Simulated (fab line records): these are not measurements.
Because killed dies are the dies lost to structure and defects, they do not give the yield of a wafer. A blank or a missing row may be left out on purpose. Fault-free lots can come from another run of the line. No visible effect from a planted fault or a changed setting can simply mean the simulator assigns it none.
Matching of chambers / flow gf180mcu / GF_V5_CMP_26 on cmp-02: 4 sister chambers
The step polishes, stops on SiO2, t overpolish 15 s, target thk 0 nm. 4 wafers are shown with their chamber, then 7 later ones without.

== WAFERS, EACH WITH ITS CHAMBER ==
wafer=L260.6; chamber=2; time_to_endpoint_s (s)=89
wafer=L263.4; chamber=1; time_to_endpoint_s (s)=86
wafer=L264.3; chamber=3; time_to_endpoint_s (s)=90
wafer=L264.5; chamber=0; time_to_endpoint_s (s)=83

== WAFERS WITHOUT THEIR CHAMBER ==
wafer=L264.6; time_to_endpoint_s (s)=86
wafer=L266.1; time_to_endpoint_s (s)=80
wafer=L266.2; time_to_endpoint_s (s)=92
wafer=L266.3; time_to_endpoint_s (s)=90
wafer=L267.1; time_to_endpoint_s (s)=91
wafer=L267.5; time_to_endpoint_s (s)=87
wafer=L267.6; time_to_endpoint_s (s)=87

== WHICH CHAMBER EACH ONE RAN IN ==
wafer=L264.6; from the rows above=can't be placed: 1 or 0 or 2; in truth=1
wafer=L266.1; from the rows above=can't be placed: 0 or 1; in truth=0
wafer=L266.2; from the rows above=can't be placed: 3 or 2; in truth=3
wafer=L266.3; from the rows above=can't be placed: 3 or 2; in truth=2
wafer=L267.1; from the rows above=can't be placed: 3 or 2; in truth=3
wafer=L267.5; from the rows above=can't be placed: 1 or 2 or 3 or 0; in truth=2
wafer=L267.6; from the rows above=can't be placed: 1 or 2 or 3 or 0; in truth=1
Correctly placed: 0 of 7. From these rows, 7 cannot be placed; in 7 the true chamber is one of the candidates. Wrongly placed: 0.
How it was worked out, from the rows above alone: a wafer's distance from a chamber is the root of the sum, over the readings, of the square of ((its reading less the chamber's mean) divided by the reading's scatter). The wafer belongs to the nearest chamber; if the next one is less than 2 further off, it can't be placed. The mean given for a chamber averages the wafers shown for that chamber. The scatter: with one shown wafer a chamber, the root of the mean of the squares of how far each hidden wafer lies from its nearest shown one.
